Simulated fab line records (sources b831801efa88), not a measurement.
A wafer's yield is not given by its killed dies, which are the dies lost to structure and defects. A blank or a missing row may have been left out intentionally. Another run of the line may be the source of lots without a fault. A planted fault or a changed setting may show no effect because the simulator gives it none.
Problem report, 8D (eight disciplines) form, completed by code -- flow sfq-line -- the parts of the form that need people (team, actions taken, sign-off) are left out

1. THE ISSUE
A mean of 88.40 W is read at SFQ_TRILAYER_I2_VIA_BARC_OPEN_VIA_ETCH_096 for bias-w, taken on 1 wafer of 1 lot, against 79.98 W (standard deviation 0.26) on wafers free of any fault. That is +32 standard deviations from the usual mean.
The step: etches BARC in O2, target depth 125 nm, time 41.7 s.
First observed at day 33 12:49: wafer L784.3, on rie-diel-02. The record has a number at this step for 39 wafers belonging to 13 lots. By rule, "out" or "out of limits" means more than 4 standard deviations away from the usual mean. The rest of the wafers with a number are treated as sound.

2. WHAT THIS IS AND IS NOT
question,is,is not
which readings at this step,bias-w,"drypump-motor-current-A, oes-product-au, rf-fwd-power-W"
which lots,L784,"L768, L769, L770, L772, L773, L775, L777, L778, L780, L782, L787, L790"
which wafers of those lots,L784.3,"L784.1, L784.5"
read on which tools,rie-diel-02,"rie-diel-03, rie-diel-04"
when,from day 33 12:49,"up to then (32 sound wafers); but 6 sound wafers of L787, L790 came after"

3. WHAT RULES OUT EACH SUSPECT
Counting: if a tool at a process step up to the reading ran every lot that is out, it stays a suspect. Sound lots after the first of them don't rule it out here, since some wafers of a struck lot are sound.
- rie-metal-02 at SFQ_TRILAYER_I1_VIA_STRIP_STRIP_053 (strips in O2): kept. It ran the lot that is out, L784 (day 23 14:32); its last sound lot up to then is L782 (day 23 03:21).
- film-metro-02 at SFQ_TRILAYER_I2_METRO_MEASURE_065: kept. It ran the lot that is out, L784 (day 28 21:26); its last sound lot up to then is L780 (day 27 15:16).
- rie-diel-02 at SFQ_TRILAYER_I2_VIA_BARC_OPEN_VIA_ETCH_096 (etches BARC in O2, target depth 125 nm, time 41.7 s): kept. It ran the lot that is out, L784 (day 33 12:49); its last sound lot up to then is L782 (day 32 16:25). Out on those wafers are its own readings of bias-w.
- At SFQ_TRILAYER_I2_VIA_BARC_OPEN_VIA_ETCH_096 on rie-diel-02, chamber 1 took the sound wafers of the same lots and chamber 3 took the wafers that are out.
rie-metal-02 at SFQ_TRILAYER_I1_VIA_STRIP_STRIP_053, film-metro-02 at SFQ_TRILAYER_I2_METRO_MEASURE_065 and rie-diel-02 at SFQ_TRILAYER_I2_VIA_BARC_OPEN_VIA_ETCH_096 are what is left after counting.

4. THE CAUSE (what the simulator had put in)
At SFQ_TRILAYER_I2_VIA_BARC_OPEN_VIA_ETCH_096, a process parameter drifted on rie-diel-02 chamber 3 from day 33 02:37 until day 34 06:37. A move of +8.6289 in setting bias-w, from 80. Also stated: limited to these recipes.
Counting leaves 3 suspects; this tool is one of them.

5. THE EFFECT CHAIN, in route order
Each row: a reading where the mean over the struck wafers with a number is more than 3 standard deviations away from the usual. Only readings whose record carries a usual standard deviation are examined. hours: median over the lots of the time between each lot's start at the first step of this table that gives one and its start at this step. sigmas: the change, counted in usual standard deviations.
hours,step,reading,usual,on struck wafers,change,sigmas
0,SFQ_TRILAYER_I2_VIA_BARC_OPEN_VIA_ETCH_096,bias-w,79.98 W,88.40,+8.42,+32
Its process steps:
- SFQ_TRILAYER_I2_VIA_BARC_OPEN_VIA_ETCH_096: etches BARC in O2, target depth 125 nm, time 41.7 s.
Later measuring or inspecting steps at which every struck wafer that the step has a row for has a number for every such reading, and none has moved that far: SFQ_I3_BOW_MEAS_922.

6. HOW IT WOULD HAVE BEEN CAUGHT EARLIER
10 hours passed between the start of the fault at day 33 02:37 and the first reading out of limits in this record, taken at day 33 12:49.
